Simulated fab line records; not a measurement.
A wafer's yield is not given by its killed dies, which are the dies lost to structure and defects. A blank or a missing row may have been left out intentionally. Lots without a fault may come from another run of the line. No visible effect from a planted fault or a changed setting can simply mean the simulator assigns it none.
fab line records	flow sky130
record lots=6	wafers=18	last_day=50
route steps=708 shown CONTACT@417 METAL1@434 VIA1@458 PAD_OPEN@708
lots that met no fault: taken from a fault-free run of the same line
start_h: hours from the record's first day to the start of the lot's first wafer shown	wait_h: how many hours have passed since the lot's step before this one	" repeats the value in the row above	L1.1+2: several wafers, shown together as one row	- value missing, or start not given	* or withheld: withheld	< > ~ a bound
route shown NAME@n: NAME is a module with steps in the file, n the number in the route of the first one	usual: mean and standard deviation over wafers with no fault	same: alike in all rows	chamber/n: place in a boat	sites: the reading at each site	_std_site: standard deviation of those values	_edge_site: inner sites' mean taken away from outer sites' mean	radius_mm: how far each site lies from the wafer's centre	mask NAME#n: copy n	behind: tool/chamber where the wafer was last shaped	hold: why the lot was held/for how many hours/how that ended	device: transistor that didn't switch, given as n, p or np	end of line: the route-end tests of the same wafers	a step with no rows: only its recipe	killed: at the first sort, the dies lost to defects and structure; wafer yield is something else	map: per-die view of a wafer (x killed, . not killed, _ where there is no die)
set.NAME: the run value of the setting; set.NAME@STEP: its run value at that earlier step	model.NAME: the simulator's own value behind a step, which no gauge read
lots at selected steps of the route; one table per step, one row per wafer
services: from which hour (start_h, from the record's first day; less than 0 if before it) a tool's chamber was out of use, for how many hours, and why
## steps
# step SKY_CONTACT_EXPOSE_11
# recipe mask_id=CTM1	na=0.8	source_shape=annular	sigma_inner=0.55	sigma_outer=0.85	target_cd_nm=170	dose_mj=38
# step SKY_CONTACT_PEB_12
# recipe peb_temp_c=withheld	peb_time_s=withheld	resist=KrF-thick
# step SKY_CONTACT_DEVELOP_13
# recipe develop_time_s=61.45	resist=KrF-thick	dev_temp_c=21
# step SKY_CONTACT_CD_MEAS_14
# recipe target_cd_nm=170
# usual cd_nm=170.6/1.4
lot.wafer	tool	chamber	start_h	wait_h	cd_nm
L864.1	cd_sem-02	-	745.91	-	171.2
L864.4	"	-	"	"	170.8
L864.5	"	-	"	"	170.5
L870.1	cd_sem-01	-	797.28	-	169.2
L870.2	"	-	"	"	167.0
L870.6	"	-	"	"	168.0
L873.1	cd_sem-02	-	812.19	-	171.0
L873.2	"	-	"	"	170.5
L873.4	"	-	"	"	171.2
L874.3	cd_sem-02	-	821.57	-	168.1
L874.5	"	-	"	"	170.1
L874.6	"	-	"	"	170.3
L875.1	cd_sem-02	-	825.38	-	170.4
L875.2	"	-	"	"	170.3
L875.6	"	-	"	"	170.2
L884.1	cd_sem-01	-	894.88	-	170.1
L884.2	"	-	"	"	169.7
L884.6	"	-	"	"	170.2
# step SKY_CONTACT_OVL_MEAS_15
# usual CONTACT_OVL=-4/5.9
lot.wafer	tool	chamber	start_h	wait_h	CONTACT_OVL[nm]
L864.1	overlay-01	-	746.03	0.1	0
L864.4	"	-	"	"	-1
L864.5	"	-	"	"	-2
L870.1	overlay-02	-	797.40	0.1	-2
L870.2	"	-	"	"	3
L870.6	"	-	"	"	-1
L873.1	overlay-01	-	812.31	0.1	-1
L873.2	"	-	"	"	8
L873.4	"	-	"	"	7
L874.3	overlay-02	-	821.67	0.1	1
L874.5	"	-	"	"	2
L874.6	"	-	"	"	-6
L875.1	overlay-01	-	825.50	0.1	-2
L875.2	"	-	"	"	3
L875.6	"	-	"	"	-3
L884.1	overlay-01	-	895.00	0.1	2
L884.2	"	-	"	"	-2
L884.6	"	-	"	"	-7
# step SKY_CONTACT_ETCH_16
# recipe chemistry=N2/H2	target=BARC	ion_energy_ev=200	source_w=500	bias_w=100	pressure_mtorr=30	n2_flow_sccm=100	h2_flow_sccm=200	stop_on=SiO2	time_s=45.9	target_depth_a=600
# step SKY_CONTACT_ETCH_17
# recipe target=SiO2	chemistry=C4F8/O2/Ar	stop_on=Si3N4	mask_material=KrF-thick	source_w=1500	bias_w=1200	pressure_mtorr=40	c4f8_flow_sccm=withheld	O2_flow_sccm=6	Ar_flow_sccm=300	time_s=withheld	target_depth_a=3400
# usual oes_product_au=0.893/0.0046
lot.wafer	tool	chamber	start_h	wait_h	oes_product_au
L864.1	rie_diel-03	1	746.11	0.0	0.889
L864.4	"	0	"	"	0.885
L864.5	"	1	"	"	0.890
L870.1	rie_diel-04	3	797.48	0.0	0.892
L870.2	"	1	"	"	0.899
L870.6	"	0	"	"	0.898
L873.1	rie_diel-03	2	812.39	0.0	0.902
L873.2	"	3	"	"	0.894
L873.4	"	0	"	"	0.895
L874.3	rie_diel-02	0	821.73	0.0	0.898
L874.5	"	0	"	"	0.884
L874.6	"	3	"	"	0.889
L875.1	rie_diel-04	2	825.58	0.0	0.889
L875.2	"	3	"	"	0.890
L875.6	"	0	"	"	0.897
L884.1	rie_diel-03	1	895.08	0.0	0.892
L884.2	"	2	"	"	0.897
L884.6	"	3	"	"	0.897
# step SKY_CONTACT_ETCH_18
# recipe target=Si3N4	chemistry=CHF3/O2	stop_on=TiN	source_w=600	bias_w=200	pressure_mtorr=40	chf3_flow_sccm=50	O2_flow_sccm=5	time_s=39	target_depth_a=750
# step SKY_CONTACT_STRIP_19
# recipe chemistry=O2/N2	power_w=1400	pressure_mtorr=1500	platen_temp_c=withheld	o2_flow_sccm=3000	n2_flow_sccm=300	overash_fraction=0.5
# step SKY_CONTACT_STRIP_20
# recipe chemistry=post_etch_residue_remover	time_s=1200	temp_c=72.5
# step SKY_CONTACT_CLEAN_21
# recipe chemistry=IPA	time_s=180	temp_c=25
# step SKY_CONTACT_CLEAN_22
# recipe chemistry=O3/DIW	dry=n2_spin
# step SKY_CONTACT_SPUTTER_23
# recipe material=TiN	target_thk_nm=20	chamber_pressure_pa=5	power_w=4000	time_s=80
# usual throttle_valve_pct=29.9/1.1
lot.wafer	tool	chamber	start_h	wait_h	throttle_valve_pct
L864.1	pvd_sputter-04	-	746.81	0.0	27.9
L864.4	"	-	"	"	30.5
L864.5	"	-	"	"	27.8
L870.1	pvd_sputter-02	-	798.16	0.0	29.8
L870.2	"	-	"	"	30.8
L870.6	"	-	"	"	31.1
L873.1	pvd_sputter-04	-	813.07	0.0	27.8
L873.2	"	-	"	"	30.2
L873.4	"	-	"	"	30.5
L874.3	pvd_sputter-02	-	822.42	0.0	30.8
L874.5	"	-	"	"	29.4
L874.6	"	-	"	"	31.2
L875.1	pvd_sputter-02	-	826.30	0.0	30.1
L875.2	"	-	"	"	29.7
L875.6	"	-	"	"	30.8
L884.1	pvd_sputter-01	-	896.19	0.0	27.2
L884.2	"	-	"	"	29.3
L884.6	"	-	"	"	29.3
# step SKY_CONTACT_CVD_24
# recipe material=W	target_thk_nm=340	time_s=102.12	temp_c=400	pressure_torr=40
# usual heater_power_w=875/53
lot.wafer	tool	chamber	start_h	wait_h	heater_power_w
L864.1	cvd_w-01	0	746.87	0.0	934
L864.4	"	0	"	"	912
L864.5	"	1	"	"	816
L870.1	cvd_w-02	1	798.22	0.0	893
L870.2	"	0	"	"	843
L870.6	"	1	"	"	895
L873.1	cvd_w-02	1	813.13	0.0	905
L873.2	"	0	"	"	832
L873.4	"	1	"	"	902
L874.3	cvd_w-01	0	822.52	0.1	920
L874.5	"	0	"	"	925
L874.6	"	1	"	"	797
L875.1	cvd_w-02	0	826.36	0.0	846
L875.2	"	1	"	"	910
L875.6	"	1	"	"	919
L884.1	cvd_w-02	1	896.25	0.0	895
L884.2	"	0	"	"	844
L884.6	"	0	"	"	836
# step SKY_CONTACT_RS_MEAS_25
# recipe thk_meas_gauge=four-point-probe	reads=W_of_CONTACT_CVD_24+TiN_of_CONTACT_SPUTTER_23
# usual CONTACT_W_RS=0.335/0.0047
lot.wafer	tool	chamber	start_h	wait_h	CONTACT_W_RS[ohm/sq]
L864.1	film_metro-04	-	746.98	0.1	0.329
L864.4	"	-	"	"	0.328
L864.5	"	-	"	"	0.331
L870.1	film_metro-01	-	798.33	0.1	0.326
L870.2	"	-	"	"	0.341
L870.6	"	-	"	"	0.326
L873.1	film_metro-01	-	813.24	0.1	0.332
L873.2	"	-	"	"	0.344
L873.4	"	-	"	"	0.333
L874.3	film_metro-03	-	822.63	0.1	0.333
L874.5	"	-	"	"	0.335
L874.6	"	-	"	"	0.338
L875.1	film_metro-04	-	826.47	0.1	0.339
L875.2	"	-	"	"	0.331
L875.6	"	-	"	"	0.331
L884.1	film_metro-04	-	896.36	0.1	0.333
L884.2	"	-	"	"	0.344
L884.6	"	-	"	"	0.341
# step SKY_CONTACT_THK_MEAS_26
# recipe thk_meas_gauge=xrf	reads=W_of_CONTACT_CVD_24
# usual CONTACT_W_THK=338/5.3
lot.wafer	tool	chamber	start_h	wait_h	CONTACT_W_THK[nm]
L864.1	film_metro-04	-	747.10	0.1	346
L864.4	"	-	"	"	349
L864.5	"	-	"	"	345
L870.1	film_metro-01	-	798.45	0.1	345
L870.2	"	-	"	"	332
L870.6	"	-	"	"	346
L873.1	film_metro-01	-	813.36	0.1	340
L873.2	"	-	"	"	329
L873.4	"	-	"	"	339
L874.3	film_metro-03	-	822.73	0.1	342
L874.5	"	-	"	"	340
L874.6	"	-	"	"	337
L875.1	film_metro-04	-	826.59	0.1	330
L875.2	"	-	"	"	341
L875.6	"	-	"	"	339
L884.1	film_metro-04	-	896.48	0.1	339
L884.2	"	-	"	"	332
L884.6	"	-	"	"	335
# step SKY_CONTACT_CMP_27
# recipe stop_on=SiO2	t_overpolish_s=15	down_force_psi=3.5	platen_rpm=60	target_thk_nm=0	pad_velocity_m_s=0.94248
# step SKY_METAL1_SPUTTER_00
# recipe material=Ti	target_thk_nm=15	power_w=3000	time_s=10	chamber_pressure_pa=0.4
# usual throttle_valve_pct=29.9/1.1
lot.wafer	tool	chamber	start_h	wait_h	throttle_valve_pct
L864.1	pvd_sputter-03	-	747.46	0.1	30.1
L864.4	"	-	"	"	31.0
L864.5	"	-	"	"	30.0
L870.1	pvd_sputter-04	-	798.81	0.1	27.8
L870.2	"	-	"	"	30.7
L870.6	"	-	"	"	30.6
L873.1	pvd_sputter-03	-	813.72	0.1	30.1
L873.2	"	-	"	"	30.9
L873.4	"	-	"	"	30.2
L874.3	pvd_sputter-03	-	823.07	0.2	30.8
L874.5	"	-	"	"	30.0
L874.6	"	-	"	"	30.0
L875.1	pvd_sputter-03	-	826.95	0.1	30.5
L875.2	"	-	"	"	30.3
L875.6	"	-	"	"	30.1
L884.1	pvd_sputter-04	-	896.84	0.1	30.8
L884.2	"	-	"	"	27.7
L884.6	"	-	"	"	30.9
# step SKY_METAL1_SPUTTER_01
# recipe material=TiN	target_thk_nm=20	power_w=6500	time_s=16.7	chamber_pressure_pa=0.4
# step SKY_METAL1_SPUTTER_02
# recipe material=AlCu	target_thk_nm=250	power_w=10600	time_s=13.3	chamber_pressure_pa=0.4
# usual throttle_valve_pct=29.9/1.1
lot.wafer	tool	chamber	start_h	wait_h	throttle_valve_pct
L864.1	pvd_sputter-03	-	747.51	0.0	30.1
L864.4	"	-	"	"	30.9
L864.5	"	-	"	"	30.2
L870.1	pvd_sputter-04	-	798.86	0.0	28.0
L870.2	"	-	"	"	30.7
L870.6	"	-	"	"	30.4
L873.1	pvd_sputter-03	-	813.77	0.0	30.3
L873.2	"	-	"	"	30.5
L873.4	"	-	"	"	30.0
L874.3	pvd_sputter-03	-	823.12	0.0	30.8
L874.5	"	-	"	"	30.1
L874.6	"	-	"	"	30.1
L875.1	pvd_sputter-03	-	827.00	0.0	30.3
L875.2	"	-	"	"	29.5
L875.6	"	-	"	"	30.0
L884.1	pvd_sputter-04	-	896.89	0.0	30.8
L884.2	"	-	"	"	27.9
L884.6	"	-	"	"	30.8
# step SKY_METAL1_SPUTTER_03
# recipe material=Ti	target_thk_nm=5	power_w=3000	time_s=3.3	chamber_pressure_pa=0.4
# step SKY_METAL1_SPUTTER_04
# recipe material=TiN	target_thk_nm=70	power_w=6500	time_s=61.03	chamber_pressure_pa=0.4
# step SKY_METAL1_RS_MEAS_05
# recipe thk_meas_gauge=four-point-probe	reads=TiN_of_METAL1_SPUTTER_04+Ti_of_METAL1_SPUTTER_03+AlCu_of_METAL1_SPUTTER_02+TiN_of_METAL1_SPUTTER_01+Ti_of_METAL1_SPUTTER_00
# usual METAL1_ALCU_RS=0.1261/0.0014
lot.wafer	tool	chamber	start_h	wait_h	METAL1_ALCU_RS[ohm/sq]
L864.1	film_metro-01	-	747.60	0.0	0.1255
L864.4	"	-	"	"	0.1270
L864.5	"	-	"	"	0.1254
L870.1	film_metro-03	-	798.95	0.0	0.1273
L870.2	"	-	"	"	0.1268
L870.6	"	-	"	"	0.1277
L873.1	film_metro-03	-	813.86	0.0	0.1250
L873.2	"	-	"	"	0.1277
L873.4	"	-	"	"	0.1259
L874.3	film_metro-01	-	823.25	0.1	0.1279
L874.5	"	-	"	"	0.1254
L874.6	"	-	"	"	0.1253
L875.1	film_metro-03	-	827.09	0.0	0.1245
L875.2	"	-	"	"	0.1249
L875.6	"	-	"	"	0.1252
L884.1	film_metro-03	-	896.98	0.0	0.1254
L884.2	"	-	"	"	0.1245
L884.6	"	-	"	"	0.1250
# step SKY_METAL1_THK_MEAS_06
# recipe thk_meas_gauge=xrf	reads=AlCu_of_METAL1_SPUTTER_02
# usual METAL1_ALCU_THK=248/3
lot.wafer	tool	chamber	start_h	wait_h	METAL1_ALCU_THK[nm]
L864.1	film_metro-01	-	747.72	0.1	248
L864.4	"	-	"	"	246
L864.5	"	-	"	"	249
L870.1	film_metro-03	-	799.07	0.1	246
L870.2	"	-	"	"	246
L870.6	"	-	"	"	244
L873.1	film_metro-03	-	813.98	0.1	249
L873.2	"	-	"	"	244
L873.4	"	-	"	"	248
L874.3	film_metro-01	-	823.35	0.1	243
L874.5	"	-	"	"	247
L874.6	"	-	"	"	248
L875.1	film_metro-03	-	827.21	0.1	251
L875.2	"	-	"	"	251
L875.6	"	-	"	"	250
L884.1	film_metro-03	-	897.10	0.1	249
L884.2	"	-	"	"	251
L884.6	"	-	"	"	250
# step SKY_METAL1_DEHYDRATE_07
# recipe temp_c=200	time_s=60
# step SKY_METAL1_HMDS_08
# recipe prime_time_s=60	prime_temp_c=120
# step SKY_METAL1_COAT_09
# recipe resist=BARC	temp_c=withheld	time_s=withheld	spin_rpm=3000	resist_thk_nm=60
# step SKY_METAL1_COAT_10
# recipe resist=KrF-thick	spin_rpm=3000	resist_thk_nm=450
# step SKY_METAL1_SOFTBAKE_11
# recipe temp_c=100	time_s=90	resist=KrF-thick
# step SKY_METAL1_EXPOSE_12
# recipe mask_id=MM1	na=0.8	source_shape=annular	sigma_inner=0.55	sigma_outer=0.85	target_cd_nm=140	dose_mj=28
# step SKY_METAL1_PEB_13
# recipe peb_temp_c=withheld	peb_time_s=withheld	resist=KrF-thick
# step SKY_METAL1_DEVELOP_14
# recipe develop_time_s=60	resist=KrF-thick	dev_temp_c=21
# step SKY_METAL1_CD_MEAS_15
# recipe target_cd_nm=140
# usual cd_nm=140.0/1.7
lot.wafer	tool	chamber	start_h	wait_h	cd_nm
L864.1	cd_sem-01	-	774.59	-	143.5
L864.4	"	-	"	"	142.7
L864.5	"	-	"	"	142.6
L870.1	cd_sem-02	-	824.79	-	141.0
L870.2	"	-	"	"	141.1
L870.6	"	-	"	"	141.5
L873.1	cd_sem-02	-	841.04	-	137.9
L873.2	"	-	"	"	137.9
L873.4	"	-	"	"	138.5
L874.3	cd_sem-02	-	849.22	-	140.2
L874.5	"	-	"	"	140.7
L874.6	"	-	"	"	140.5
L875.1	cd_sem-02	-	853.69	-	142.4
L875.2	"	-	"	"	141.7
L875.6	"	-	"	"	142.2
L884.1	cd_sem-02	-	922.09	-	138.3
L884.2	"	-	"	"	138.0
L884.6	"	-	"	"	139.5
# step SKY_METAL1_OVL_MEAS_16
# usual METAL1_OVL=7/5.1
lot.wafer	tool	chamber	start_h	wait_h	METAL1_OVL[nm]
L864.1	overlay-01	-	774.71	0.1	-7
L864.4	"	-	"	"	-1
L864.5	"	-	"	"	1
L870.1	overlay-02	-	824.91	0.1	8
L870.2	"	-	"	"	-4
L870.6	"	-	"	"	7
L873.1	overlay-01	-	841.16	0.1	0
L873.2	"	-	"	"	8
L873.4	"	-	"	"	1
L874.3	overlay-02	-	849.31	0.1	10
L874.5	"	-	"	"	6
L874.6	"	-	"	"	1
L875.1	overlay-02	-	853.81	0.1	6
L875.2	"	-	"	"	7
L875.6	"	-	"	"	12
L884.1	overlay-01	-	922.21	0.1	11
L884.2	"	-	"	"	12
L884.6	"	-	"	"	9
# step SKY_METAL1_DESCUM_17
# recipe chemistry=O2	source_power_w=150	bias_power_w=0	pressure_mtorr=10	temp_c=40	time_s=8
# step SKY_METAL1_ETCH_18
# recipe chemistry=N2/H2	target=BARC	ion_energy_ev=200	bias_w=100	pressure_mtorr=30	n2_flow_sccm=100	h2_flow_sccm=200	icp_w=500	stop_on=SiO2	time_s=45.9	target_depth_a=600
# step SKY_METAL1_METAL_ETCH_19
# recipe target_depth_a=3600	stop_on=SiO2	over_etch_frac=0.3	time_s=78	chemistry=Cl2/BCl3	resist_sidewall_deg=88	pressure_mtorr=10	icp_w=900	bias_w=48.5	Cl2_flow_sccm=60	bcl3_flow_sccm=30
# usual drypump_motor_current_A=5.80/0.27	he_backside_leak_sccm=3.32/0.28	oes_product_au=0.858/0.0063	throttle_valve_pct=22.264/0.0092
lot.wafer	tool	chamber	start_h	wait_h	drypump_motor_current_A	he_backside_leak_sccm	oes_product_au	rf_hours_counter_h	throttle_valve_pct
L864.1	rie_metal-03	0	774.94	0.1	6.06	3.22	0.863	11	22.272
L864.4	"	0	"	"	6.10	3.14	0.857	-	22.277
L864.5	"	0	"	"	6.08	3.20	0.865	-	22.273
L870.1	rie_metal-01	1	825.04	0.0	5.36	3.44	0.857	13	22.251
L870.2	"	0	"	"	5.99	3.22	0.853	0	22.262
L870.6	"	1	"	"	5.34	3.34	0.861	-	22.264
L873.1	rie_metal-03	0	841.29	0.0	6.08	3.21	0.863	14	22.249
L873.2	"	1	"	"	6.03	3.10	0.859	2	22.269
L873.4	"	1	"	"	6.04	3.18	0.858	-	22.272
L874.3	rie_metal-04	1	849.46	0.1	5.89	3.54	0.860	-	22.248
L874.5	"	1	"	"	5.92	3.40	0.868	-	22.257
L874.6	"	0	"	"	5.54	3.18	0.867	-	22.264
L875.1	rie_metal-01	0	853.94	0.0	5.97	3.32	0.870	2	22.260
L875.2	"	1	"	"	5.36	3.44	0.866	14	22.246
L875.6	"	1	"	"	5.34	3.32	0.857	-	22.274
L884.1	rie_metal-03	1	922.34	0.0	6.02	3.38	0.857	6	22.255
L884.2	"	0	"	"	6.08	3.32	0.855	18	22.271
L884.6	"	0	"	"	6.09	3.26	0.860	-	22.267
# step SKY_METAL1_STRIP_20
# recipe chemistry=O2/N2	power_w=1400	pressure_mtorr=1500	platen_temp_c=withheld	o2_flow_sccm=3000	n2_flow_sccm=300	overash_fraction=0.5
# step SKY_METAL1_STRIP_21
# recipe chemistry=post_etch_residue_remover	time_s=1200	temp_c=72.5
# step SKY_METAL1_CLEAN_22
# recipe chemistry=IPA	time_s=180	temp_c=25
# step SKY_METAL1_CLEAN_23
# recipe chemistry=O3/DIW	dry=n2_spin
# step SKY_VIA1_HDPCVD_00
# recipe material=SiO2	target_thk_nm=1030	sigma_open_frac=0.3	time_s=171.7	temp_c=400	sih4_flow_sccm=60	pressure_mtorr=6
# step SKY_PAD_OPEN_PROBE_99
# usual killed_at_M0_to_M3=45/6.8	killed_at_M4_up=3.0/1.7	killed_at_contacts=25/5.7	killed_at_front_end=15/4.6	killed_at_other=0.3/0.66	killed_dies=88/9.5	killed_open=48/7.3	killed_short=39/6.5
# same gross_dies=492	killed_at_back_side=0
lot.wafer	tool	chamber	start_h	wait_h	killed_at_M0_to_M3	killed_at_M4_up	killed_at_contacts	killed_at_front_end	killed_at_other	killed_dies	killed_open	killed_short
L864.1	prober-02	-	1081.84	0.1	56	4	32	7	0	99	57	42
L864.4	prober-02	-	1081.99	0.2	53	1	24	16	0	94	59	35
L864.5	prober-02	-	1082.04	0.2	45	2	24	19	0	90	44	46
L870.1	prober-01	-	1119.95	0.1	43	3	29	25	1	101	48	50
L870.2	prober-01	-	1120.00	0.1	42	5	19	15	0	81	46	35
L870.6	prober-01	-	1120.20	0.2	37	2	28	6	2	75	42	31
L873.1	prober-02	-	1133.27	0.1	48	2	22	12	0	84	48	36
L873.2	prober-02	-	1133.32	0.1	37	5	30	12	0	84	45	38
L873.4	prober-02	-	1133.42	0.2	38	3	26	15	0	82	43	38
L874.3	prober-01	-	1139.55	0.2	41	3	85	19	0	148	48	41
L874.5	prober-01	-	1139.65	0.2	44	5	25	12	1	87	56	31
L874.6	prober-01	-	1139.70	0.2	49	3	29	16	1	98	56	42
L875.1	prober-02	-	1142.30	0.1	38	6	21	15	0	80	49	31
L875.2	prober-02	-	1142.35	0.1	43	1	28	15	0	87	55	31
L875.6	prober-02	-	1142.55	0.2	47	2	78	9	0	136	42	40
L884.1	prober-01	-	1190.90	0.1	47	4	35	16	0	102	59	43
L884.2	prober-01	-	1190.95	0.1	53	4	23	13	0	93	60	33
L884.6	prober-01	-	1191.15	0.2	58	3	19	20	1	101	58	43
# killed by level:class
L864.1 VIA1:geometric_particle:open=20 CONTACT:geometric_particle:open=12 VIA1:geometric_particle:short=11 LI_CONTACT:geometric_particle:open=9 VIA2:geometric_particle:open=7 LOCAL_INTERCONNECT:geometric_particle:short=5 CONTACT:geometric_particle:short=5 METAL1:geometric_particle:short=5
L864.4 VIA1:geometric_particle:open=14 LI_CONTACT:geometric_particle:open=11 VIA2:geometric_particle:open=9 METAL2:geometric_particle:short=8 VIA3:geometric_particle:open=7 CONTACT:geometric_particle:open=6 METAL1:geometric_particle:short=5 LOCAL_INTERCONNECT:geometric_particle:short=4
L864.5 VIA1:geometric_particle:open=11 CONTACT:geometric_particle:open=10 FIELD_ISO:geometric_particle:short=7 METAL2:geometric_particle:short=6 LI_CONTACT:geometric_particle:open=6 VIA2:geometric_particle:short=6 VIA2:geometric_particle:open=6 LI_CONTACT:geometric_particle:short=5
L870.1 CONTACT:geometric_particle:open=13 METAL2:geometric_particle:short=9 VIA1:geometric_particle:open=7 FIELD_ISO:geometric_particle:open=6 VIA3:geometric_particle:open=6 POLY_GATE:geometric_particle:short=5 LI_CONTACT:geometric_particle:short=5 LI_CONTACT:geometric_particle:open=5
L870.2 VIA1:geometric_particle:open=9 LI_CONTACT:geometric_particle:open=7 CONTACT:geometric_particle:open=6 VIA3:geometric_particle:short=6 FIELD_ISO:geometric_particle:open=5 VIA3:geometric_particle:open=5 METAL4:geometric_particle:short=5 FIELD_ISO:geometric_particle:short=4
L870.6 LI_CONTACT:geometric_particle:open=12 VIA1:geometric_particle:open=8 VIA2:geometric_particle:open=7 CONTACT:geometric_particle:open=6 LI_CONTACT:geometric_particle:short=5 METAL2:geometric_particle:short=5 METAL1:geometric_particle:short=4 VIA1:geometric_particle:short=4
L873.1 VIA1:geometric_particle:open=11 CONTACT:geometric_particle:open=9 VIA3:geometric_particle:open=8 VIA2:geometric_particle:open=7 LI_CONTACT:geometric_particle:open=6 METAL2:geometric_particle:short=6 VIA1:geometric_particle:short=5 METAL3:geometric_particle:short=4
L873.2 CONTACT:geometric_particle:open=10 LI_CONTACT:geometric_particle:open=7 VIA1:geometric_particle:open=7 VIA2:geometric_particle:open=6 LOCAL_INTERCONNECT:geometric_particle:short=5 FIELD_ISO:geometric_particle:short=4 LI_CONTACT:geometric_particle:short=4 METAL1:geometric_particle:short=4
L873.4 CONTACT:geometric_particle:open=12 METAL1:geometric_particle:short=10 VIA3:geometric_particle:open=8 LI_CONTACT:geometric_particle:open=6 VIA1:geometric_particle:short=6 FIELD_ISO:geometric_particle:open=4 POLY_GATE:geometric_particle:short=4 LOCAL_INTERCONNECT:geometric_particle:short=4
L874.3 CONTACT:unspecified=59 LI_CONTACT:geometric_particle:open=9 VIA1:geometric_particle:open=8 CONTACT:geometric_particle:open=6 VIA2:geometric_particle:open=6 FIELD_ISO:geometric_particle:open=5 POLY_GATE:geometric_particle:short=5 CONTACT:geometric_particle:short=5
L874.5 VIA1:geometric_particle:open=15 CONTACT:geometric_particle:open=13 VIA3:geometric_particle:open=7 CONTACT:geometric_particle:short=6 LI_CONTACT:geometric_particle:open=5 METAL1:geometric_particle:short=5 VIA2:geometric_particle:open=5 POLY_GATE:geometric_particle:short=4
L874.6 VIA2:geometric_particle:open=10 CONTACT:geometric_particle:open=10 CONTACT:geometric_particle:short=8 LI_CONTACT:geometric_particle:open=7 VIA1:geometric_particle:open=7 METAL1:geometric_particle:short=6 METAL2:geometric_particle:short=6 VIA2:geometric_particle:short=6
L875.1 VIA1:geometric_particle:open=11 CONTACT:geometric_particle:open=8 VIA2:geometric_particle:open=8 VIA3:geometric_particle:open=7 METAL2:geometric_particle:short=6 LI_CONTACT:geometric_particle:open=5 POLY_GATE:geometric_particle:open=4 LOCAL_INTERCONNECT:geometric_particle:short=4
L875.2 VIA1:geometric_particle:open=15 CONTACT:geometric_particle:open=9 FIELD_ISO:geometric_particle:open=6 LI_CONTACT:geometric_particle:open=6 VIA2:geometric_particle:open=6 CONTACT:geometric_particle:short=5 VIA1:geometric_particle:short=4 LI_CONTACT:geometric_particle:short=4
L875.6 CONTACT:unspecified=53 VIA1:geometric_particle:open=11 CONTACT:geometric_particle:open=10 VIA1:geometric_particle:short=8 VIA3:geometric_particle:open=6 CONTACT:geometric_particle:short=5 LOCAL_INTERCONNECT:geometric_particle:short=5 METAL2:geometric_particle:short=5
L884.1 VIA1:geometric_particle:open=16 CONTACT:geometric_particle:open=14 VIA1:geometric_particle:short=7 FIELD_ISO:geometric_particle:open=6 LI_CONTACT:geometric_particle:open=6 CONTACT:geometric_particle:short=6 VIA3:geometric_particle:open=6 LOCAL_INTERCONNECT:geometric_particle:short=5
L884.2 VIA1:geometric_particle:open=18 CONTACT:geometric_particle:open=12 VIA3:geometric_particle:open=8 METAL2:geometric_particle:short=7 METAL1:geometric_particle:short=6 VIA1:geometric_particle:short=6 LI_CONTACT:geometric_particle:open=5 FIELD_ISO:geometric_particle:open=4
L884.6 VIA1:geometric_particle:open=16 VIA1:geometric_particle:short=10 CONTACT:geometric_particle:open=9 VIA3:geometric_particle:open=8 METAL2:geometric_particle:short=6 POLY_GATE:geometric_particle:open=6 VIA2:geometric_particle:open=6 POLY_GATE:geometric_particle:short=5
# map L874.3 (x killed, . not)
__________..x.xx.xx._________
________..xx......x..x_______
______x......x.x....x..._____
_____..............x....x____
____.......xxx....x...x...___
___...........xx......x...x__
__.......x...xx...x..x.....x_
_x.....x..x.xxxxxxx.x.......x
_...x...xx.xxxxxxxxx.x.x.x...
_...........xxxxxxxxx..x.....
_.....xx...xxxxxxxxxxx..x..x.
_....x..x...xxxxxxxx..x......
_..x.x.x.x..xx.xxxxx..x....x.
_.........x..x.xxxxx..x......
_....x.....x..x..x...........
__........x.x..........xx..._
___..x......xx..x.xx.x.....__
____..x....x.........x.x..___
_____.x...xx........x....____
______...x..x.....x...x._____
________.x.x.......x.x_______
__________x.x..x...._________
# map L875.6 (x killed, . not)
__________.........x_________
________x...x.x..x..x._______
______......xx.........._____
_____.....xx.............____
____.xx.......x....x......___
___..x....x.x.xx....x......__
__.......x.....xx.x.x.....x._
_x.......x.x.xxx.x.x.........
_xx..........xxxxxxxx........
_....x.x..x.xxxxxxxxxxx.x..x.
_.x..x..x..xxxxxxxxx.........
_.x.x.......xxxxxxxxx....xx..
_x.x.........xxxxxxx.x......x
_........x....xxxxx.x....x...
_.xx...xx.xx.xx......x...x...
__.x.x..........xx...x......_
___.x..............x.......__
____x...x....x....x......x___
_____x..........x....x...____
______........x.....x..._____
________.x...x...x..x._______
__________x........._________
## services
tool	chamber	start_h	hours	kind
rie_diel-04	2	726.32	8.0	repair
rie_metal-03	0	740.67	16.3	repair
rie_diel-02	3	747.77	3.9	repair
cvd_w-02	-	750.33	2.8	pm
rie_metal-01	0	752.05	7.9	repair
rie_metal-01	0	776.36	7.6	repair
rie_metal-01	1	777.41	3.8	repair
rie_metal-01	1	782.80	6.0	repair
rie_metal-04	-	794.54	2.8	pm
pvd_sputter-03	-	801.55	6.2	repair
cvd_w-01	-	804.16	2.8	pm
rie_diel-03	1	806.29	4.7	repair
rie_metal-03	-	809.05	0.2	repair
pvd_sputter-04	-	826.34	2.9	repair
pvd_sputter-02	-	835.46	11.5	repair
cvd_w-01	1	841.41	10.0	repair
pvd_sputter-01	-	851.15	2.5	repair
rie_metal-01	0	863.65	46.6	repair
rie_metal-04	0	884.09	6.3	repair
rie_metal-01	1	887.43	10.9	repair
cvd_w-01	-	901.63	0.6	repair
cvd_w-02	-	904.00	14.0	pm
rie_diel-03	-	913.74	2.8	pm
cvd_w-01	-	919.61	1.2	repair
## key
first_sign step=SKY_PAD_OPEN_PROBE_99	reading=killed_at_contacts	direction=up	sigmas=10	usual=25	struck=82
effect step=SKY_PAD_OPEN_PROBE_99	reading=killed_dies	direction=up	sigmas=5.7	usual=88	struck=142
met_at SKY_CONTACT_SPUTTER_23
struck_wafers L874.3,L875.6
tester_left_out L874,L875
onset_between 798.16 822.42
fault kind=chamber_particle_source	tool=pvd_sputter-02	chamber=-	onset_h=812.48	steps=SKY_CONTACT_SPUTTER_23	rate_per_visit_cm2=1.0181	end_h=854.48	scope=struck_wafers_only
# tester_left_out: of these lots the tester's yield and bins aren't shown, on N5 and GAA mostly nor the transistor test; their killed dies are dies lost to structure and defects alone, not to doping, threshold or leakage, so they don't give the yield
